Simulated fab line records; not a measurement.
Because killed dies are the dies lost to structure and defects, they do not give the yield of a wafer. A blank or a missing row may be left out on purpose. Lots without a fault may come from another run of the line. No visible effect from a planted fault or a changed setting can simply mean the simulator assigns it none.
Struck lot and sound lot, side by side / flow sky130 / 22 steps out of a route of 708
Sound: the wafers L976.2, L976.3, L976.6. Wafers L991.2, L991.3, L991.5 were the ones struck. Last of all comes the cause.
For every step that has rows: the tool of each side, followed by ch and its chambers, followed by its first start. Under that, the readings that differ: sound wafers / struck wafers / difference of the means / sigmas: that difference in standard deviations of wafers without a fault.
alike: a reading whose means differ by less than 2 such deviations, as well as words and numbers matching on both sides. not compared: withheld readings; readings where some wafer has no value; bounds like >300 that might hide an equal value; numbers whose values overlap and for which the record gives no deviation.
The two part at a step that has a row with sigmas, a row that says differs or no value, or rows on one side only. Numbers that don't overlap but have no deviation are shown without sigmas and don't part them. Lack of a reading on every wafer of one side parts them only where that side has two or more wafers.

first, 1 step without rows for these wafers: SKY_POLY_GATE_OXIDATION_20 (stabilise 600 s, purge 300 s, target thk 4 nm).
SKY_POLY_GATE_THK_MEAS_21:
  sound on film metro-04 at day 17 03:53; struck on film metro-01 at day 22 12:39
reading=POLY_GATE_OXIDATION_THK (nm); sound=3.87 3.99 3.88; struck=4.07 4.13 4.13; difference=+0.20; sigmas=+3
SKY_POLY_GATE_CD_MEAS_22:
  sound on cd sem-02 at day 17 03:58; struck on cd sem-01 at day 22 12:44
  alike: cd nm
then, 7 steps without rows for these wafers: SKY_LDD_N_DEHYDRATE_00 (time 60 s); SKY_LDD_N_HMDS_01 (prime time 60 s); SKY_LDD_N_COAT_02 (resist thk 306 nm); SKY_LDD_N_SOFTBAKE_03 (time 60 s); SKY_LDD_N_EXPOSE_04 (exposes mask NTM, target cd 840 nm); SKY_LDD_N_PEB_05; SKY_LDD_N_DEVELOP_06 (develop time 60 s).
SKY_LDD_N_OVL_MEAS_07:
  sound on overlay-01 at day 18 09:14; struck on overlay-01 at day 23 19:20
  alike: LDD_N_OVL
after that, 1 step had no rows for these wafers: SKY_LDD_N_IMPLANT_08.
SKY_LDD_N_IMPLANT_09:
  sound on implanter-04 ch 0, day 18 09:26; struck on implanter-02 ch 0, day 23 19:32
reading=dose ions cm2; sound=7.486e+13 7.501e+13 7.482e+13; struck=9.589e+13 9.582e+13 9.58e+13; difference=+2.094e+13; sigmas=+99 or more
reading=faraday current uA; sound=419 413 412; struck=542 533 535; difference=+122; sigmas=+14
then, 6 steps without rows for these wafers: SKY_LDD_N_IMPLANT_10; SKY_LDD_N_IMPLANT_11; SKY_LDD_N_IMPLANT_12; SKY_LDD_N_IMPLANT_13; SKY_LDD_N_IMPLANT_14; SKY_LDD_N_IMPLANT_15.
SKY_LDD_N_STRIP_16: strips in O2/N2.
  sound on plasma asher-01 ch 0,1, day 18 10:28; struck on plasma asher-01 ch 1, day 23 20:34
reading=strip time to endpoint s (s); sound=4.387 4.407 4.383; struck=4.444 4.451 4.446; difference=+0.055; sigmas=+4
  alike: chamber pressure mTorr, drypump motor current A, oes product au
  not compared: rf hours counter h
SKY_LDD_N_TW_MEAS_17:
  sound on film metro-03 at day 18 10:34; struck on film metro-04 at day 23 20:40
reading=LDD_N_TW; sound=2592 2604 2601; struck=2661 2649 2656; difference=+56; sigmas=+3
-- a jump in the record: the struck wafers' starts before and after are 26 days apart (it breaks off in module LDD_N and resumes in module PAD_OPEN, where the first step shown is number 708 of the route) --
SKY_PAD_OPEN_PROBE_99:
  sound on prober-02 at day 46 12:19; struck on prober-01 at day 49 21:35
reading=model.etest.tip n.rs ohm sq; sound=439.6 440.6 439.8; struck=424.5 421 423.3; difference=-17.1; sigmas=
  alike: killed_at_M0_to_M3, killed_at_M4_up, killed at contacts, killed at front end, killed at other, killed dies, killed open, killed short

WHERE THEY PART
Earliest at SKY_POLY_GATE_THK_MEAS_21; latest, in this record, at SKY_LDD_N_TW_MEAS_17. Later steps at which nothing parts them and some readings are alike: SKY_PAD_OPEN_PROBE_99.

WHY: whatever the simulator had introduced
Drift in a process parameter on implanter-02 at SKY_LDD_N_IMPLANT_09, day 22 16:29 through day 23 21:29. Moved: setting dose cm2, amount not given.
